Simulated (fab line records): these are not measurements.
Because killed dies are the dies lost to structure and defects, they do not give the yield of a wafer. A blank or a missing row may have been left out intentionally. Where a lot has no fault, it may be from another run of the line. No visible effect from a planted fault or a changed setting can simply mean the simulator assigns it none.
Chamber matching ; flow gf180mcu ; GF_V2_CMP_04 on cmp-02: 4 sister chambers
The step polishes SiO2. 4 wafers are shown with their chamber, then 10 later ones without.

WAFERS PAIRED WITH THEIR CHAMBERS
wafer;chamber;motor_current_A (A)
L671.2;1;11.0
L673.3;0;10.4
L674.1;3;11.3
L674.3;2;9.9

WAFERS WHOSE CHAMBER IS MISSING
wafer;motor_current_A (A)
L674.5;11.2
L676.4;11.2
L676.5;10.2
L676.6;10.8
L687.4;9.9
L687.5;10.4
L687.6;11.0
L688.4;11.5
L688.5;9.9
L688.6;11.4

EACH ONE'S CHAMBER
wafer;from the rows above;in truth
L674.5;can't be placed: 3 or 1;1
L676.4;can't be placed: 3 or 1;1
L676.5;can't be placed: 0 or 2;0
L676.6;can't be placed: 1 or 0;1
L687.4;2;2
L687.5;0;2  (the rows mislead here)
L687.6;1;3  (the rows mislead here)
L688.4;3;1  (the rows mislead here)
L688.5;2;2
L688.6;3;3
Correctly placed: 3 of 10. From these rows, 4 cannot be placed; in 4 the true chamber is one of the candidates. Placed wrongly: 3.
How it was worked out, from the rows above alone: a wafer's distance from a chamber is the root of the sum, over the readings, of the square of ((its reading less the chamber's mean) divided by the reading's scatter). The wafer belongs to the nearest chamber; if the next one is less than 2 further off, it can't be placed. A chamber's mean is the mean of its shown wafers. The scatter: with one shown wafer a chamber, the root of the mean of the squares of how far each hidden wafer lies from its nearest shown one.
